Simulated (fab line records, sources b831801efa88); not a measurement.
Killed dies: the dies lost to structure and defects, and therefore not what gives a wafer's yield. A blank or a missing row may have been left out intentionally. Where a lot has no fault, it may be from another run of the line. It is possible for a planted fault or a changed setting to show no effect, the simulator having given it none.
Problem report in the 8D (eight disciplines) form, filled by code || flow sfq-line || the parts of the form that need people (team, actions taken, sign-off) are left out

1. THE PROBLEM
Mean of exposure-dose-mJ-cm2 at SFQ_TRILAYER_C5_LITHO_EXPOSE_152: 22.777 across 9 wafers in 3 lots; on wafers with no fault it is 21.297 (standard deviation 0.023). That puts it +64 standard deviations away from the usual mean.
The step: exposes mask C5, target cd 500 nm.
Seen first at day 62 05:53 on krf-scanner-01, wafer L402.1. The record has a number at this step for 21 wafers belonging to 7 lots. Rule for "out" (also "out of limits"): further than 4 standard deviations from the usual mean. The rest of the wafers with a number are treated as sound.

2. WHAT IT IS AND WHAT IT IS NOT
{"question": "which readings at this step", "is": "exposure-dose-mJ-cm2", "is not": "-"}
{"question": "which lots", "is": "L402, L403, L411", "is not": "L400, L418, L422, L423"}
{"question": "which wafers of those lots", "is": "all that have a number", "is not": "-"}
{"question": "read on which tools", "is": "krf-scanner-01", "is not": "krf-scanner-02"}
{"question": "when", "is": "from day 62 05:53", "is not": "up to then (3 sound wafers); but 9 sound wafers of L418, L422, L423 came after"}

3. THE SUSPECTS, EACH WITH WHAT RULES IT OUT
Counting: a tool stays on the suspect list if, at a process step up to the reading, it processed all lots that are out and no sound lot following the first of them.
- krf-scanner-01 at SFQ_TRILAYER_C5_LITHO_EXPOSE_152 (exposes mask C5, target cd 500 nm): kept. All lots that are out passed through it, beginning with L402 at day 62 05:53, and no sound lot followed; its final sound lot before that point was L400 at day 61 18:29. On those wafers its own readings are out: exposure-dose-mJ-cm2.
Remaining after the count: krf-scanner-01 at SFQ_TRILAYER_C5_LITHO_EXPOSE_152.

4. THE CAUSE (what the simulator had put in)
Process parameter drift: krf-scanner-01, from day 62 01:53 on, at SFQ_TRILAYER_C5_LITHO_EXPOSE_152. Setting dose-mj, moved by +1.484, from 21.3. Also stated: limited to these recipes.
Counting left only this tool.

5. THE CHAIN OF EFFECTS, in route order
Rows list readings where the struck wafers' mean (over those with a number) sits beyond 3 standard deviations from the usual. Readings are gone through only where the record gives a usual standard deviation; hours: the median, over the lots, of the time from a lot's start at the first step in this table giving one to that lot's start at this step; sigmas: the change measured in usual standard deviations.
{"hours": 0, "step": "SFQ_TRILAYER_C5_LITHO_EXPOSE_152", "reading": "exposure-dose-mJ-cm2", "usual": 21.297, "on struck wafers": 22.777, "change": "+1.480", "sigmas": "+64"}
Its process steps:
- SFQ_TRILAYER_C5_LITHO_EXPOSE_152: exposes mask C5, target cd 500 nm.
Later measuring or inspecting steps at which every struck wafer that the step has a row for has a number for every such reading, and none has moved that far: SFQ_C5_OVL_MEAS_937.

6. HOW IT WOULD HAVE BEEN CAUGHT EARLIER
In this record the first reading out of limits was taken at day 62 05:53, 4 hours after the fault began at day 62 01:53.
